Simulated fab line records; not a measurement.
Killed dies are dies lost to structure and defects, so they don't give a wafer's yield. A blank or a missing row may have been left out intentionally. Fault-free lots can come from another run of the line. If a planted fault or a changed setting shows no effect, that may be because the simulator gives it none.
Which tool did it? / flow gf180mcu / Sampling: 14 lots, 42 wafers, 3 of 602 route steps

WHAT THE GAUGES SHOWED, per wafer
GF_VT_IMPLANT_RS_MEAS_47: the measuring method here is four-point-probe. Usual: NWELL_RS 490.3 ohm/sq, standard deviation 1.6.
lot=L962; measured=day 7 13:44; on=film_metro-01; NWELL_RS (ohm/sq)=491.5 490.5 491.0; flag=
lot=L963; measured=day 7 20:18; on=film_metro-01; NWELL_RS (ohm/sq)=487.3 486.5 487.8; flag=
lot=L964; measured=day 7 23:25; on=film_metro-02; NWELL_RS (ohm/sq)=492.2 493.4 493.0; flag=
lot=L966; measured=day 8 15:37; on=film_metro-02; NWELL_RS (ohm/sq)=488.6 489.4 490.1; flag=
lot=L967; measured=day 8 22:41; on=film_metro-04; NWELL_RS (ohm/sq)=491.2 492.1 492.0; flag=
lot=L968; measured=day 9 03:36; on=film_metro-04; NWELL_RS (ohm/sq)=489.4 491.5 490.7; flag=
lot=L969; measured=day 9 11:31; on=film_metro-04; NWELL_RS (ohm/sq)=490.3 490.6 490.3; flag=
lot=L970; measured=day 9 18:01; on=film_metro-04; NWELL_RS (ohm/sq)=492.8 490.9 492.2; flag=
lot=L972; measured=day 10 07:54; on=film_metro-04; NWELL_RS (ohm/sq)=488.5 488.9 488.9; flag=
lot=L975; measured=day 11 06:55; on=film_metro-01; NWELL_RS (ohm/sq)=489.7 489.2 488.0; flag=
lot=L979; measured=day 12 07:01; on=film_metro-02; NWELL_RS (ohm/sq)=490.9 493.1 492.1; flag=
lot=L980; measured=day 12 12:30; on=film_metro-01; NWELL_RS (ohm/sq)=490.3 489.9 491.4; flag=
lot=L981; measured=day 12 23:36; on=film_metro-02; NWELL_RS (ohm/sq)=492.1 491.1 490.6; flag=
lot=L982; measured=day 13 03:01; on=film_metro-04; NWELL_RS (ohm/sq)=488.0 487.9 488.2; flag=

GF_CONTACT_THK_MEAS_26: measures by xrf. Usual: CONTACT_W_THK 292 nm, standard deviation 3.2.
lot=L962; measured=day 16 02:08; on=film_metro-04; CONTACT_W_THK (nm)=295 293 289; flag=
lot=L963; measured=day 16 10:12; on=film_metro-01; CONTACT_W_THK (nm)=288 292 290; flag=
lot=L964; measured=day 16 17:35; on=film_metro-01; CONTACT_W_THK (nm)=286 294 293; flag=
lot=L966; measured=day 17 09:44; on=film_metro-01; CONTACT_W_THK (nm)=294 291 288; flag=
lot=L967; measured=day 17 23:59; on=film_metro-01; CONTACT_W_THK (nm)=291 291 294; flag=
lot=L968; measured=day 18 10:11; on=film_metro-04; CONTACT_W_THK (nm)=292 295 292; flag=
lot=L969; measured=day 18 14:38; on=film_metro-04; CONTACT_W_THK (nm)=286 290 288; flag=
lot=L970; measured=day 19 02:35; on=film_metro-01; CONTACT_W_THK (nm)=298 294 294; flag=
lot=L972; measured=day 19 21:20; on=film_metro-04; CONTACT_W_THK (nm)=302 297 297; flag=
lot=L975; measured=day 21 02:44; on=film_metro-04; CONTACT_W_THK (nm)=289 291 289; flag=
lot=L979; measured=day 22 06:58; on=film_metro-01; CONTACT_W_THK (nm)=292 287 291; flag=
lot=L980; measured=day 22 18:44; on=film_metro-02; CONTACT_W_THK (nm)=292 293 294; flag=
lot=L981; measured=day 23 01:31; on=film_metro-01; CONTACT_W_THK (nm)=288 291 289; flag=
lot=L982; measured=day 23 04:37; on=film_metro-04; CONTACT_W_THK (nm)=292 291 296; flag=

TOOL THAT RAN EACH LOT (tool first, then ch and the chambers of the sampled wafers, then the start)
lot=L962; GF_STI_WET_ETCH_17=wet_bench-01 ch 1, day 2 02:29
lot=L963; GF_STI_WET_ETCH_17=wet_bench-03 ch 3, day 2 07:47
lot=L964; GF_STI_WET_ETCH_17=wet_bench-02 ch 0, day 2 11:26
lot=L966; GF_STI_WET_ETCH_17=wet_bench-01 ch 0, day 2 22:23
lot=L967; GF_STI_WET_ETCH_17=wet_bench-03 ch 2, day 3 02:37
lot=L968; GF_STI_WET_ETCH_17=wet_bench-03 ch 3, day 3 08:17
lot=L969; GF_STI_WET_ETCH_17=wet_bench-01 ch 3, day 3 13:59
lot=L970; GF_STI_WET_ETCH_17=wet_bench-03 ch 2, day 3 19:05
lot=L972; GF_STI_WET_ETCH_17=wet_bench-03 ch 0, day 4 06:14
lot=L975; GF_STI_WET_ETCH_17=wet_bench-02 ch 1, day 4 21:38
lot=L979; GF_STI_WET_ETCH_17=wet_bench-02 ch 1, day 5 16:59
lot=L980; GF_STI_WET_ETCH_17=wet_bench-02 ch 2, day 5 22:13
lot=L981; GF_STI_WET_ETCH_17=wet_bench-02 ch 3, day 6 05:47
lot=L982; GF_STI_WET_ETCH_17=wet_bench-02 ch 1, day 6 09:04
- GF_STI_WET_ETCH_17: etches Si3N4 in H3PO4, target depth 45 nm, time 514 s.

AS READ BY THE TOOLS THEMSELVES (means over the sampled wafers that have a number; for cases with no such wafer, the mark the record gives instead)
GF_STI_WET_ETCH_17. Usual: bath_heat_duty_pct 25 %, standard deviation 3.7; run_length_s 542 s, standard deviation 3.8.
lot=L962; tool=wet_bench-01; bath_heat_duty_pct (%)=26; run_length_s (s)=541; flag=
lot=L963; tool=wet_bench-03; bath_heat_duty_pct (%)=29; run_length_s (s)=540; flag=
lot=L964; tool=wet_bench-02; bath_heat_duty_pct (%)=28; run_length_s (s)=539; flag=
lot=L966; tool=wet_bench-01; bath_heat_duty_pct (%)=27; run_length_s (s)=548; flag=
lot=L967; tool=wet_bench-03; bath_heat_duty_pct (%)=29; run_length_s (s)=538; flag=
lot=L968; tool=wet_bench-03; bath_heat_duty_pct (%)=30; run_length_s (s)=548; flag=
lot=L969; tool=wet_bench-01; bath_heat_duty_pct (%)=29; run_length_s (s)=539; flag=
lot=L970; tool=wet_bench-03; bath_heat_duty_pct (%)=28; run_length_s (s)=98; flag=OFF
lot=L972; tool=wet_bench-03; bath_heat_duty_pct (%)=19; run_length_s (s)=99; flag=OFF
lot=L975; tool=wet_bench-02; bath_heat_duty_pct (%)=25; run_length_s (s)=539; flag=
lot=L979; tool=wet_bench-02; bath_heat_duty_pct (%)=26; run_length_s (s)=539; flag=
lot=L980; tool=wet_bench-02; bath_heat_duty_pct (%)=20; run_length_s (s)=540; flag=
lot=L981; tool=wet_bench-02; bath_heat_duty_pct (%)=24; run_length_s (s)=547; flag=
lot=L982; tool=wet_bench-02; bath_heat_duty_pct (%)=25; run_length_s (s)=547; flag=

THE ANSWER, worked out from the rows above alone
Rule: a lot counts as off when the mean over its wafers that have a number is more than 3 standard deviations away from the usual mean. Also off: a lot with no number at a reading for which 4 or more lots have one. Where the step has rows for the other lots, those lots are counted as sound. Order of review: gauges by route order, followed by the tools' own readings, for which a lot's mean as printed above is used. At the first step where some lot is off, the reading lying furthest off is the one used; lots without a number count as furthest.
Off: L970, L972 (GF_STI_WET_ETCH_17, run_length_s).
If a tool, at that step or one of the process steps before it, ran each lot that is off and ran no sound lot following the first of them, it fits. One fits: GF_STI_WET_ETCH_17 on wet_bench-03. A fault onset in the window from L968 (day 3 08:17, its last sound lot) to L970 (day 3 19:05, its first lot off) fits.
The tool's own readings at GF_STI_WET_ETCH_17 bear it out: on the lots that are off they differ by more than 5 times the standard deviation of the sound lots' means. run_length_s reads 98 s there against 542 s on the sound lots.

WHAT THE SIMULATOR PUT IN
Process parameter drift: wet_bench-03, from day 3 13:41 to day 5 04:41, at GF_STI_WET_ETCH_17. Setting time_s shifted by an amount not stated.
Lots struck among those shown: L970, L972. The same result came from the rule above.
